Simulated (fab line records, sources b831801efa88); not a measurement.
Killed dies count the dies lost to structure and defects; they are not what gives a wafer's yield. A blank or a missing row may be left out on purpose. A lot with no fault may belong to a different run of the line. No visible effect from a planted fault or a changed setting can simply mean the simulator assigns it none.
Chamber matching :: flow gf180mcu :: rie-diel-04 running GF_POLY_GATE_ETCH_12: 4 sister chambers
The step etches BARC in N2/H2. 14 wafers are shown with their chamber, then 7 later ones without.

## WAFERS WITH THEIR CHAMBER
wafer: L418.4
chamber: 1
drypump-motor-current-A (A): 5.8
oes-product-au (a.u.): 0.735
chamber-pressure-mTorr (mTorr): 30.044

wafer: L418.5
chamber: 1
drypump-motor-current-A (A): 5.9
oes-product-au (a.u.): 0.735
chamber-pressure-mTorr (mTorr): 29.997

wafer: L418.6
chamber: 0
drypump-motor-current-A (A): 5.5
oes-product-au (a.u.): 0.739
chamber-pressure-mTorr (mTorr): 30.001

wafer: L426.1
chamber: 0
drypump-motor-current-A (A): 5.5
oes-product-au (a.u.): 0.729
chamber-pressure-mTorr (mTorr): 30.059

wafer: L426.3
chamber: 2
drypump-motor-current-A (A): 5.7
oes-product-au (a.u.): 0.742
chamber-pressure-mTorr (mTorr): 30.043

wafer: L426.4
chamber: 1
drypump-motor-current-A (A): 5.8
oes-product-au (a.u.): 0.740
chamber-pressure-mTorr (mTorr): 30.004

wafer: L427.1
chamber: 0
drypump-motor-current-A (A): 5.5
oes-product-au (a.u.): 0.740
chamber-pressure-mTorr (mTorr): 30.021

wafer: L427.3
chamber: 1
drypump-motor-current-A (A): 5.8
oes-product-au (a.u.): 0.730
chamber-pressure-mTorr (mTorr): 30.012

wafer: L427.5
chamber: 1
drypump-motor-current-A (A): 5.8
oes-product-au (a.u.): 0.737
chamber-pressure-mTorr (mTorr): 30.023

wafer: L429.1
chamber: 3
drypump-motor-current-A (A): 4.7
oes-product-au (a.u.): 0.731
chamber-pressure-mTorr (mTorr): 29.960

wafer: L429.4
chamber: 1
drypump-motor-current-A (A): 5.8
oes-product-au (a.u.): 0.731
chamber-pressure-mTorr (mTorr): 30.001

wafer: L429.6
chamber: 0
drypump-motor-current-A (A): 5.5
oes-product-au (a.u.): 0.739
chamber-pressure-mTorr (mTorr): 30.030

wafer: L430.1
chamber: 1
drypump-motor-current-A (A): 5.8
oes-product-au (a.u.): 0.735
chamber-pressure-mTorr (mTorr): 29.998

wafer: L430.2
chamber: 3
drypump-motor-current-A (A): 4.7
oes-product-au (a.u.): 0.734
chamber-pressure-mTorr (mTorr): 30.040

SIGNATURES (means of the wafers above)
reading: drypump-motor-current-A
chamber 0: 5.500
chamber 1: 5.814
chamber 2: 5.700
chamber 3: 4.700
scatter within a chamber: 0.0293

reading: oes-product-au
chamber 0: 0.73675
chamber 1: 0.73471
chamber 2: 0.74200
chamber 3: 0.73250
scatter within a chamber: 0.00393

reading: chamber-pressure-mTorr
chamber 0: 30.02775
chamber 1: 30.01129
chamber 2: 30.04300
chamber 3: 30.00000
scatter within a chamber: 0.0259
Rule: a wafer lies at a distance from a chamber equal to the root of the sum of squares, over the readings, of (its reading less the chamber's mean, divided by the reading's scatter). If the next closest chamber is less than 2 further off than the closest, the wafer can't be placed; otherwise it belongs to the closest. The scatter: take each reading less its chamber's mean, square it, sum over the shown wafers, divide by the number of wafers less the number of chambers, and take the root.

## WAFERS MISSING THEIR CHAMBER
wafer: L430.4
drypump-motor-current-A (A): 5.5
oes-product-au (a.u.): 0.734
chamber-pressure-mTorr (mTorr): 30.006

wafer: L439.2
drypump-motor-current-A (A): 5.6
oes-product-au (a.u.): 0.726
chamber-pressure-mTorr (mTorr): 30.008

wafer: L439.3
drypump-motor-current-A (A): 4.7
oes-product-au (a.u.): 0.733
chamber-pressure-mTorr (mTorr): 30.017

wafer: L439.4
drypump-motor-current-A (A): 5.5
oes-product-au (a.u.): 0.731
chamber-pressure-mTorr (mTorr): 29.989

wafer: L440.1
drypump-motor-current-A (A): 5.7
oes-product-au (a.u.): 0.735
chamber-pressure-mTorr (mTorr): 29.996

wafer: L440.5
drypump-motor-current-A (A): 4.7
oes-product-au (a.u.): 0.749
chamber-pressure-mTorr (mTorr): 29.976

wafer: L440.6
drypump-motor-current-A (A): 5.5
oes-product-au (a.u.): 0.739
chamber-pressure-mTorr (mTorr): 30.009

## WHICH CHAMBER EACH WENT THROUGH
wafer: L430.4
from the rows above: 0
in truth: 0

wafer: L439.2
from the rows above: can't be placed: 0 or 2
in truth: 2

wafer: L439.3
from the rows above: 3
in truth: 3

wafer: L439.4
from the rows above: 0
in truth: 0

wafer: L440.1
from the rows above: can't be placed: 2 or 1
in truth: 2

wafer: L440.5
from the rows above: 3
in truth: 3

wafer: L440.6
from the rows above: 0
in truth: 0
Placed correctly: 5 of 7. Not placeable from these rows: 2 (in 2, the candidates include the true chamber). Wrongly placed: 0.
